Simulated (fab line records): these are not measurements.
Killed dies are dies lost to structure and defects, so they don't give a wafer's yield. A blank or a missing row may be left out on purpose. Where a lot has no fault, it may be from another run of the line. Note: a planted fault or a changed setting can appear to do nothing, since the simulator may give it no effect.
Code-filled problem report in 8D (eight disciplines) form / flow gf180mcu / the parts of the form that need people (team, actions taken, sign-off) are left out

1. WHAT WENT WRONG
rfFwdPowerW at GF_M4_METAL_ETCH_16 reads a mean of 923.2 W on 6 wafers of 2 lots; wafers without a fault read 795.2 W with a standard deviation of 2.5. That puts it +51 standard deviations away from the usual mean.
The step: etches the open film in Cl2/BCl3, stops on SiO2, target depth 750.8 nm, time 125.1 s.
Earliest sighting: wafer L644.1 on rieMetal-02 at day 29 07:58. At this step, 33 wafers from 11 lots have a number in the record. The rule behind "out" and "out of limits": a value lying over 4 standard deviations away from the usual mean. Any other wafer with a number is counted as sound.

2. WHAT IT IS, WHAT IT ISN'T
question=which readings at this step | is=rfFwdPowerW | is not=drypumpMotorCurrentA, heBacksideLeakSccm, oesProductAu
question=which lots | is=L644, L646 | is not=L626, L627, L628, L629, L630, L631, L634, L636, L649
question=which wafers of those lots | is=all that have a number | is not=-
question=read on which tools | is=rieMetal-02 | is not=rieMetal-01, rieMetal-04
question=when | is=from day 29 07:58 | is not=up to then (24 sound wafers); but 3 sound wafers of L649 came after

3. THE SUSPECTS, EACH WITH WHAT RULES IT OUT
Counting: any tool at a process step up to the reading is kept as a suspect provided that every lot that is out went through it and no sound lot did after the first of them.
- rieMetal-02 at GF_M4_METAL_ETCH_16 (etches the open film in Cl2/BCl3, stops on SiO2, target depth 750.8 nm, time 125.1 s): kept. It ran every lot that is out, first L644 (day 29 07:58), and no sound lot after that; its last sound lot up to then is L636 (day 26 21:22). Out on those wafers are its own readings of rfFwdPowerW.
After counting, what remains is rieMetal-02 at GF_M4_METAL_ETCH_16.

4. THE CAUSE (what the simulator had put in)
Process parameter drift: rieMetal-02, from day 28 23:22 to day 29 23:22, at GF_M4_METAL_ETCH_16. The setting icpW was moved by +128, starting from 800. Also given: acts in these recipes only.
This tool alone remained once counting was done.

5. THE EFFECT CHAIN, in route order
Rows list readings where the struck wafers' mean (over those with a number) sits beyond 3 standard deviations from the usual. Only readings whose record carries a usual standard deviation are examined. hours: median over the lots of the time between each lot's start at the first step of this table that gives one and its start at this step. sigmas: the change, counted in usual standard deviations.
hours=0; step=GF_M4_METAL_ETCH_16; reading=rfFwdPowerW; usual=795.2 W; on struck wafers=923.2; change=+128.0; sigmas=+51
hours=0; step=GF_M4_STRIP_17; reading=stripTimeToEndpointS; usual=7.35 s; on struck wafers=6.91; change=-0.44; sigmas=-8.9
It contains these process steps:
- GF_M4_METAL_ETCH_16: etches the open film in Cl2/BCl3, stops on SiO2, target depth 750.8 nm, time 125.1 s.
- GF_M4_STRIP_17: strips in O2/N2.

6. WHAT WOULD HAVE CAUGHT IT SOONER
In this record no reading fell out of limits until day 29 07:58, 9 hours after the fault had begun at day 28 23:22.
